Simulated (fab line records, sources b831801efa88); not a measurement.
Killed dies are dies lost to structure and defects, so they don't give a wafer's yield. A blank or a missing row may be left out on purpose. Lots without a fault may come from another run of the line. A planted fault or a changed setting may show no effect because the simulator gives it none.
Tool commonality check | flow sky130 | 12 lots, 36 wafers sampled

WHY IT WAS OPENED
At SKY_LDD_LDN_TW_MEAS_13 the reading LDD_LDN_TW is flagged on 3 of 12 lots. Wafers without a fault read 1483, standard deviation 12.
Rule: a lot is flagged when every wafer of it that has a number lies more than 4 standard deviations from that mean, or none has a number. The other lots count as sound.

lot  | measured     | on            | LDD_LDN_TW, wafer by wafer | flag
L423 | day 23 05:16 | film_metro-03 | 1489 1490 1490             |
L424 | day 23 09:11 | film_metro-03 | 1481 1489 1477             |
L425 | day 23 09:16 | film_metro-01 | 1460 1465 1462             |
L429 | day 25 05:39 | film_metro-04 | 1492 1496 1485             |
L430 | day 25 06:32 | film_metro-03 | 1475 1484 1476             |
L432 | day 26 06:22 | film_metro-03 | 1590 1596 1591             | FLAGGED
L436 | day 27 11:20 | film_metro-03 | 1582 1589 1588             | FLAGGED
L437 | day 27 12:44 | film_metro-03 | 1586 1585 1589             | FLAGGED
L438 | day 28 02:26 | film_metro-03 | 1482 1481 1489             |
L440 | day 29 11:05 | film_metro-01 | 1467 1472 1463             |
L442 | day 29 11:59 | film_metro-04 | 1488 1489 1485             |
L445 | day 30 11:35 | film_metro-03 | 1490 1495 1502             |
The numbers of the flagged lots are 1588 on average: +105 against the usual, or +9 standard deviations.

WHICH TOOL RAN EACH LOT
The record holds 3 process steps before the reading, out of a route of 708 steps. In each cell: the tool, then ch and the chambers that the sampled wafers went through, then the start.
lot  | flag    | SKY_POLY_GATE_ETCH_17            | SKY_LDD_LDN_IMPLANT_11          | SKY_LDD_LDN_STRIP_12
L423 |         | rie_si-01 ch 0,1,3, day 16 16:59 | implanter-01 ch 0, day 23 05:01 | plasma_asher-02 ch 0,1, day 23 05:10
L424 |         | rie_si-02 ch 1,2,3, day 16 22:23 | implanter-03 ch 0, day 23 08:56 | plasma_asher-02 ch 0,1, day 23 09:05
L425 |         | rie_si-01 ch 1,2,3, day 16 22:28 | implanter-01 ch 0, day 23 09:02 | plasma_asher-04 ch 0,1, day 23 09:10
L429 |         | rie_si-02 ch 0,1,3, day 18 18:58 | implanter-04 ch 0, day 25 05:26 | plasma_asher-04 ch 0,1, day 25 05:34
L430 |         | rie_si-01 ch 1,3, day 18 20:34   | implanter-01 ch 0, day 25 06:17 | plasma_asher-01 ch 0,1, day 25 06:26
L432 | FLAGGED | rie_si-01 ch 0,2,3, day 19 16:50 | implanter-03 ch 0, day 26 05:50 | plasma_asher-01 ch 0,1, day 26 06:17
L436 | FLAGGED | rie_si-01 ch 0,1,3, day 21 00:53 | implanter-01 ch 0, day 27 10:46 | plasma_asher-04 ch 0,1, day 27 11:14
L437 | FLAGGED | rie_si-02 ch 0,1,3, day 21 05:20 | implanter-03 ch 0, day 27 12:10 | plasma_asher-01 ch 0,1, day 27 12:38
L438 |         | rie_si-01 ch 0,2, day 21 19:10   | implanter-01 ch 0, day 28 02:11 | plasma_asher-01 ch 0, day 28 02:20
L440 |         | rie_si-01 ch 1,2,3, day 23 05:23 | implanter-03 ch 0, day 29 10:50 | plasma_asher-04 ch 0,1, day 29 10:59
L442 |         | rie_si-01 ch 0,1,3, day 23 06:41 | implanter-01 ch 0, day 29 11:46 | plasma_asher-02 ch 1, day 29 11:53
L445 |         | rie_si-02 ch 0,2,3, day 24 10:20 | implanter-03 ch 0, day 30 11:20 | plasma_asher-01 ch 0,1, day 30 11:29
What these steps do:
- SKY_POLY_GATE_ETCH_17: etches poly-Si in HBr/Cl2, stops on SiO2, target depth 180 nm, time 70.5 s.
- SKY_LDD_LDN_IMPLANT_11
- SKY_LDD_LDN_STRIP_12: strips in O2/N2.
- SKY_LDD_LDN_TW_MEAS_13

FLAGGED OVER TOTAL, TOOL BY TOOL (the gauges that took the reading come last)
step                   | tool            | lots run | flagged | share of the flagged lots | sound lots run after its first flagged lot
SKY_POLY_GATE_ETCH_17  | rie_si-01       | 8        | 2       | some                      | 3 (L438,L440,L442)
SKY_POLY_GATE_ETCH_17  | rie_si-02       | 4        | 1       | some                      | 1 (L445)
SKY_LDD_LDN_IMPLANT_11 | implanter-01    | 6        | 1       | some                      | 2 (L438,L442)
SKY_LDD_LDN_IMPLANT_11 | implanter-03    | 5        | 2       | some                      | 2 (L440,L445)
SKY_LDD_LDN_IMPLANT_11 | implanter-04    | 1        | 0       | none                      | -
SKY_LDD_LDN_STRIP_12   | plasma_asher-01 | 5        | 2       | some                      | 2 (L438,L445)
SKY_LDD_LDN_STRIP_12   | plasma_asher-02 | 3        | 0       | none                      | -
SKY_LDD_LDN_STRIP_12   | plasma_asher-04 | 4        | 1       | some                      | 1 (L440)
SKY_LDD_LDN_TW_MEAS_13 | film_metro-01   | 2        | 0       | none                      | -
SKY_LDD_LDN_TW_MEAS_13 | film_metro-03   | 8        | 3       | all                       | 2 (L438,L445)
SKY_LDD_LDN_TW_MEAS_13 | film_metro-04   | 2        | 0       | none                      | -

WHAT THE TABLE ALLOWS
1 row of the table ran every flagged lot: film_metro-03 at SKY_LDD_LDN_TW_MEAS_13.
- film_metro-03 at SKY_LDD_LDN_TW_MEAS_13: 3 of its 8 lots flagged. Sound lots ran on it after the first flagged one (L438, L445), which a lasting fault on the whole tool wouldn't allow.
No row of the table ran every flagged lot and no sound lot after the first.

WHAT THE SIMULATOR HAD PUT IN
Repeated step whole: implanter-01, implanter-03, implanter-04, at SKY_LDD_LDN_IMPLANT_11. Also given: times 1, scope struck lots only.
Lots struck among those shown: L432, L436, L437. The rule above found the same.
